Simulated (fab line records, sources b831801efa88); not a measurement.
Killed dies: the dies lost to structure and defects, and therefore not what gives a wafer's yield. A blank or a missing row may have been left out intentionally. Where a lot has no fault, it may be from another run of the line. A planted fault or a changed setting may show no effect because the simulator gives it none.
Which tool is to blame?    flow sky130    17 wafers sampled from 6 lots at 1 step of a route of 708

WHAT THE GAUGES READ, wafer by wafer
SKY_SONOS_TUNNEL_CD_MEAS_07: target cd 410 nm.
lot   measured      on         cd nm (nm)
L199  day 12 11:56  cd sem-02  408.1 409.2 407.3
L202  day 12 18:11  cd sem-01  409.3 406.9
L205  day 13 19:46  cd sem-01  406.1 407.7 409.3
L214  day 16 17:04  cd sem-01  406.6 405.5 407.2
L217  day 17 17:46  cd sem-01  409.5 411.2 411.7
L219  day 19 12:28  cd sem-01  408.4 409.0 409.9

WHAT TOOL EACH LOT RAN ON (gives the tool, then ch and the chambers of the sampled wafers, and finally the start)
The record holds no process step before these readings.

THE ANSWER, worked out from the rows above alone
Rule: usual is defined by the lots themselves. The widest of any qualifying gaps counts: lots, ordered by their means at a reading, are off when they make up no more than a third of the lots, leave a main group of 4 or more, and stand apart from it by 3 or more times the standard deviation of that group's means. If all means in a main group match to the digits the tables above print for the reading, that group is not used. Also off: a lot with no number at a reading for which 4 or more lots have one. All remaining lots with rows at the step are treated as sound.
Nothing can be told from this: no lot is off at any reading shown.

WHAT WAS PUT IN BY THE SIMULATOR
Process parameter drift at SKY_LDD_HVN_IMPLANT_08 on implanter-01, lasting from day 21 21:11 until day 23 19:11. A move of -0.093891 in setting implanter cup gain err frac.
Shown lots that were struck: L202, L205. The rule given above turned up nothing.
